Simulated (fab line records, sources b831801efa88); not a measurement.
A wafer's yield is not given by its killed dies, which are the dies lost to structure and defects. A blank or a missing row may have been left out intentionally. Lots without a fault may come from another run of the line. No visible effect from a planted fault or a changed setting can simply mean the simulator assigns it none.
The tool behind it: which one? || flow gf180mcu || 13 lots with 39 wafers sampled at 5 steps, on a route of 602 steps

WHAT THE GAUGES SHOWED, per wafer
GF_V3_BOW_MEAS_05.
{"lot": "L936", "measured": "day 21 13:03", "on": "filmMetro-02", "V3_BOW (um)": "110 106 108"}
{"lot": "L937", "measured": "day 22 00:56", "on": "filmMetro-02", "V3_BOW (um)": "116 109 111"}
{"lot": "L938", "measured": "day 22 04:47", "on": "filmMetro-01", "V3_BOW (um)": "130 118 119"}
{"lot": "L939", "measured": "day 22 16:14", "on": "filmMetro-01", "V3_BOW (um)": "107 105 115"}
{"lot": "L940", "measured": "day 22 20:23", "on": "filmMetro-02", "V3_BOW (um)": "109 105 112"}
{"lot": "L941", "measured": "day 23 09:27", "on": "filmMetro-02", "V3_BOW (um)": "111 115 115"}
{"lot": "L942", "measured": "day 23 16:43", "on": "filmMetro-03", "V3_BOW (um)": "111 115 119"}
{"lot": "L945", "measured": "day 24 19:11", "on": "filmMetro-03", "V3_BOW (um)": "126 110 121"}
{"lot": "L946", "measured": "day 25 01:36", "on": "filmMetro-03", "V3_BOW (um)": "128 113 114"}
{"lot": "L948", "measured": "day 25 18:43", "on": "filmMetro-02", "V3_BOW (um)": "117 104 115"}
{"lot": "L954", "measured": "day 27 15:08", "on": "filmMetro-02", "V3_BOW (um)": "112 122 129"}
{"lot": "L958", "measured": "day 28 14:33", "on": "filmMetro-02", "V3_BOW (um)": "106 112 115"}
{"lot": "L959", "measured": "day 28 22:23", "on": "filmMetro-01", "V3_BOW (um)": "116 94 102"}

GF_V4_THK_MEAS_01.
{"lot": "L936", "measured": "day 23 12:16", "on": "filmMetro-01", "V4_CVD_00_THK (nm)": "603 602 595"}
{"lot": "L937", "measured": "day 24 01:46", "on": "filmMetro-04", "V4_CVD_00_THK (nm)": "614 616 607"}
{"lot": "L938", "measured": "day 24 04:06", "on": "filmMetro-04", "V4_CVD_00_THK (nm)": "600 606 601"}
{"lot": "L939", "measured": "day 24 15:57", "on": "filmMetro-04", "V4_CVD_00_THK (nm)": "600 614 605"}
{"lot": "L940", "measured": "day 24 19:43", "on": "filmMetro-01", "V4_CVD_00_THK (nm)": "593 600 617"}
{"lot": "L941", "measured": "day 25 07:31", "on": "filmMetro-03", "V4_CVD_00_THK (nm)": "594 600 590"}
{"lot": "L942", "measured": "day 25 15:20", "on": "filmMetro-04", "V4_CVD_00_THK (nm)": "606 595 599"}
{"lot": "L945", "measured": "day 26 16:19", "on": "filmMetro-04", "V4_CVD_00_THK (nm)": "618 594 604"}
{"lot": "L946", "measured": "day 26 22:09", "on": "filmMetro-03", "V4_CVD_00_THK (nm)": "907 913 902"}
{"lot": "L948", "measured": "day 27 14:20", "on": "filmMetro-03", "V4_CVD_00_THK (nm)": "899 898 911"}
{"lot": "L954", "measured": "day 29 08:41", "on": "filmMetro-03", "V4_CVD_00_THK (nm)": "605 609 604"}
{"lot": "L958", "measured": "day 30 08:16", "on": "filmMetro-04", "V4_CVD_00_THK (nm)": "613 611 606"}
{"lot": "L959", "measured": "day 30 15:16", "on": "filmMetro-04", "V4_CVD_00_THK (nm)": "608 603 610"}

GF_V4_OVL_MEAS_15.
{"lot": "L936", "measured": "day 24 11:29", "on": "overlay-02", "V4_OVL (nm)": "0 3 -4"}
{"lot": "L937", "measured": "day 25 00:38", "on": "overlay-01", "V4_OVL (nm)": "1 0 -2"}
{"lot": "L938", "measured": "day 25 02:41", "on": "overlay-02", "V4_OVL (nm)": "2 0 -2"}
{"lot": "L939", "measured": "day 25 14:14", "on": "overlay-01", "V4_OVL (nm)": "1 0 4"}
{"lot": "L940", "measured": "day 25 17:55", "on": "overlay-01", "V4_OVL (nm)": "6 11 11"}
{"lot": "L941", "measured": "day 26 05:22", "on": "overlay-01", "V4_OVL (nm)": "-1 -1 0"}
{"lot": "L942", "measured": "day 26 12:50", "on": "overlay-01", "V4_OVL (nm)": "7 -1 2"}
{"lot": "L945", "measured": "day 27 12:56", "on": "overlay-01", "V4_OVL (nm)": "12 7 5"}
{"lot": "L946", "measured": "day 27 18:54", "on": "overlay-02", "V4_OVL (nm)": "0 -8 -1"}
{"lot": "L948", "measured": "day 28 10:59", "on": "overlay-01", "V4_OVL (nm)": "-4 2 0"}
{"lot": "L954", "measured": "day 30 04:06", "on": "overlay-02", "V4_OVL (nm)": "-5 -4 -7"}
{"lot": "L958", "measured": "day 31 02:52", "on": "overlay-01", "V4_OVL (nm)": "0 3 -2"}
{"lot": "L959", "measured": "day 31 09:40", "on": "overlay-01", "V4_OVL (nm)": "-8 -4 -8"}

WHICH TOOL RAN EACH LOT (tool, then ch and the chambers of the sampled wafers, then the start)
{"lot": "L936", "GF_M4_SPUTTER_03": "pvdSputter-04, day 22 13:46", "GF_V4_CVD_00": "hdpcvd-02 ch 0,2, day 23 12:12"}
{"lot": "L937", "GF_M4_SPUTTER_03": "pvdSputter-04, day 23 01:48", "GF_V4_CVD_00": "hdpcvd-02 ch 0,1, day 24 01:41"}
{"lot": "L938", "GF_M4_SPUTTER_03": "pvdSputter-01, day 23 05:17", "GF_V4_CVD_00": "hdpcvd-01 ch 0,1, day 24 04:01"}
{"lot": "L939", "GF_M4_SPUTTER_03": "pvdSputter-02, day 23 16:48", "GF_V4_CVD_00": "hdpcvd-01 ch 0,1,2, day 24 15:53"}
{"lot": "L940", "GF_M4_SPUTTER_03": "pvdSputter-04, day 23 20:55", "GF_V4_CVD_00": "hdpcvd-02 ch 1,2, day 24 19:37"}
{"lot": "L941", "GF_M4_SPUTTER_03": "pvdSputter-02, day 24 09:11", "GF_V4_CVD_00": "hdpcvd-02 ch 0,2, day 25 07:26"}
{"lot": "L942", "GF_M4_SPUTTER_03": "pvdSputter-02, day 24 16:37", "GF_V4_CVD_00": "hdpcvd-02 ch 0,1,2, day 25 15:16"}
{"lot": "L945", "GF_M4_SPUTTER_03": "pvdSputter-02, day 25 18:20", "GF_V4_CVD_00": "hdpcvd-01 ch 0,1,2, day 26 16:13"}
{"lot": "L946", "GF_M4_SPUTTER_03": "pvdSputter-02, day 26 01:08", "GF_V4_CVD_00": "hdpcvd-02 ch 1,2, day 26 22:04"}
{"lot": "L948", "GF_M4_SPUTTER_03": "pvdSputter-04, day 26 17:33", "GF_V4_CVD_00": "hdpcvd-02 ch 0,1, day 27 14:16"}
{"lot": "L954", "GF_M4_SPUTTER_03": "pvdSputter-04, day 28 12:42", "GF_V4_CVD_00": "hdpcvd-01 ch 0,1,2, day 29 08:37"}
{"lot": "L958", "GF_M4_SPUTTER_03": "pvdSputter-01, day 29 12:05", "GF_V4_CVD_00": "hdpcvd-01 ch 1,2, day 30 08:12"}
{"lot": "L959", "GF_M4_SPUTTER_03": "pvdSputter-02, day 29 19:56", "GF_V4_CVD_00": "hdpcvd-01 ch 0,1,2, day 30 15:13"}
- GF_M4_SPUTTER_03: material Ti, target thk 10 nm, time 6.7 s.
- GF_V4_CVD_00: deposits SiO2, target thk 600 nm, time 100 s.

WHAT THE TOOLS THEMSELVES READ (means of the sampled wafers that have a number; where no wafer has one, the mark that the record gives instead)
GF_M4_SPUTTER_03.
{"lot": "L936", "tool": "pvdSputter-04", "throttleValvePct (%)": 28.5}
{"lot": "L937", "tool": "pvdSputter-04", "throttleValvePct (%)": 29.1}
{"lot": "L938", "tool": "pvdSputter-01", "throttleValvePct (%)": 29.8}
{"lot": "L939", "tool": "pvdSputter-02", "throttleValvePct (%)": 28.1}
{"lot": "L940", "tool": "pvdSputter-04", "throttleValvePct (%)": 29.1}
{"lot": "L941", "tool": "pvdSputter-02", "throttleValvePct (%)": 28.7}
{"lot": "L942", "tool": "pvdSputter-02", "throttleValvePct (%)": 27.7}
{"lot": "L945", "tool": "pvdSputter-02", "throttleValvePct (%)": 28.4}
{"lot": "L946", "tool": "pvdSputter-02", "throttleValvePct (%)": 28.4}
{"lot": "L948", "tool": "pvdSputter-04", "throttleValvePct (%)": 30.3}
{"lot": "L954", "tool": "pvdSputter-04", "throttleValvePct (%)": 29.9}
{"lot": "L958", "tool": "pvdSputter-01", "throttleValvePct (%)": 30.4}
{"lot": "L959", "tool": "pvdSputter-02", "throttleValvePct (%)": 28.9}

GF_V4_CVD_00.
{"lot": "L936", "tool": "hdpcvd-02", "sih4FlowSccm (sccm)": 59.78}
{"lot": "L937", "tool": "hdpcvd-02", "sih4FlowSccm (sccm)": 59.91}
{"lot": "L938", "tool": "hdpcvd-01", "sih4FlowSccm (sccm)": 59.83}
{"lot": "L939", "tool": "hdpcvd-01", "sih4FlowSccm (sccm)": 60.03}
{"lot": "L940", "tool": "hdpcvd-02", "sih4FlowSccm (sccm)": 60.11}
{"lot": "L941", "tool": "hdpcvd-02", "sih4FlowSccm (sccm)": 60.11}
{"lot": "L942", "tool": "hdpcvd-02", "sih4FlowSccm (sccm)": 60.14}
{"lot": "L945", "tool": "hdpcvd-01", "sih4FlowSccm (sccm)": 60.09}
{"lot": "L946", "tool": "hdpcvd-02", "sih4FlowSccm (sccm)": 90.05}
{"lot": "L948", "tool": "hdpcvd-02", "sih4FlowSccm (sccm)": 90.02}
{"lot": "L954", "tool": "hdpcvd-01", "sih4FlowSccm (sccm)": 59.91}
{"lot": "L958", "tool": "hdpcvd-01", "sih4FlowSccm (sccm)": 60.11}
{"lot": "L959", "tool": "hdpcvd-01", "sih4FlowSccm (sccm)": 60.01}

THE ANSWER, worked out from the rows above alone
Rule: the usual values come from the lots themselves. Put in order of their means at a reading, lots are off if they are a third of the lots or fewer, leave a main group of 4 or more, and stand apart from it by a gap of 3 or more times the standard deviation of the main group's means; of several such gaps the widest counts. Not used: any main group whose means are identical at the precision the tables above print for the reading. Also off: a lot with no number at a reading for which 4 or more lots have one. Any other lot the step has rows for is counted as sound. Order of review: gauges by route order, followed by the tools' own readings, for which a lot's mean as printed above is used. The first step at which some lot is off is used, and at that step the reading that is off furthest; a lot without a number counts as furthest.
Off: L946, L948, seen at GF_V4_THK_MEAS_01 (V4_CVD_00_THK). For the main group the mean is 604 nm and the standard deviation 4.7.
If a tool, at a process step before that reading, ran all the lots that are off and no sound lot after the first of them, it fits. Not tried: the gauges at GF_V4_THK_MEAS_01; whatever is off there is also off at GF_V4_CVD_00, on other tools, and gauge error can't account for it. One fits: hdpcvd-02 at GF_V4_CVD_00. Its last sound lot is L942 (day 25 15:16), its first lot that is off L946 (day 26 22:04): a fault that began between those two fits.
On the lots that are off, the tool's own readings at GF_V4_CVD_00 differ by more than 5 times the standard deviation of the sound lots' means, which bears it out; sih4FlowSccm reads 90.03 sccm there versus 60.00 sccm on the sound lots.

WHAT THE SIMULATOR HAD INSERTED
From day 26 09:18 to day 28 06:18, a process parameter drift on hdpcvd-02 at GF_V4_CVD_00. Setting sih4FlowSccm, moved by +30, from 60. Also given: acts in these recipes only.
Shown lots that were struck: L946, L948. The rule given above showed the same thing.
